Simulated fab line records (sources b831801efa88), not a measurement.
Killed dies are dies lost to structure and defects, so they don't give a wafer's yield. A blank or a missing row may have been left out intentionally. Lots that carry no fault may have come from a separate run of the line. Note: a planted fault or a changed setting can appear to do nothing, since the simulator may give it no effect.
What tool caused it? / flow sky130 / 6 lots (18 wafers sampled), 1 step of a 708-step route

WHAT EACH GAUGE READ, for each wafer
SKY_CONTACT_CD_MEAS_14: the cd target is 170 nm.
lot=L664; measured=day 31 20:37; on=cd sem-01; cd nm (nm)=170.6 169.8 172.1
lot=L667; measured=day 32 14:30; on=cd sem-02; cd nm (nm)=170.9 168.9 171.9
lot=L669; measured=day 33 15:31; on=cd sem-02; cd nm (nm)=171.7 171.2 170.4
lot=L679; measured=day 36 15:18; on=cd sem-02; cd nm (nm)=172.6 173.0 171.5
lot=L683; measured=day 37 18:55; on=cd sem-01; cd nm (nm)=172.2 172.0 171.1
lot=L685; measured=day 38 05:52; on=cd sem-02; cd nm (nm)=169.0 168.4 169.2

WHICH TOOL RAN EACH LOT (tool, then ch and the chambers of the sampled wafers, then the start)
There is no process step in the record ahead of these readings.

THE ANSWER, worked out from the rows above alone
Rule: the usual values come from the lots themselves. The widest of any qualifying gaps counts: lots, ordered by their means at a reading, are off when they make up no more than a third of the lots, leave a main group of 4 or more, and stand apart from it by 3 or more times the standard deviation of that group's means. A main group whose means are all the same, to the digits that the tables above print for the reading, isn't used. Also off: a lot with no number at a reading for which 4 or more lots have one. Where the step has rows for the other lots, those lots are counted as sound.
No lot is off at any reading shown: from this, nothing can be told.

WHAT WAS PUT IN BY THE SIMULATOR
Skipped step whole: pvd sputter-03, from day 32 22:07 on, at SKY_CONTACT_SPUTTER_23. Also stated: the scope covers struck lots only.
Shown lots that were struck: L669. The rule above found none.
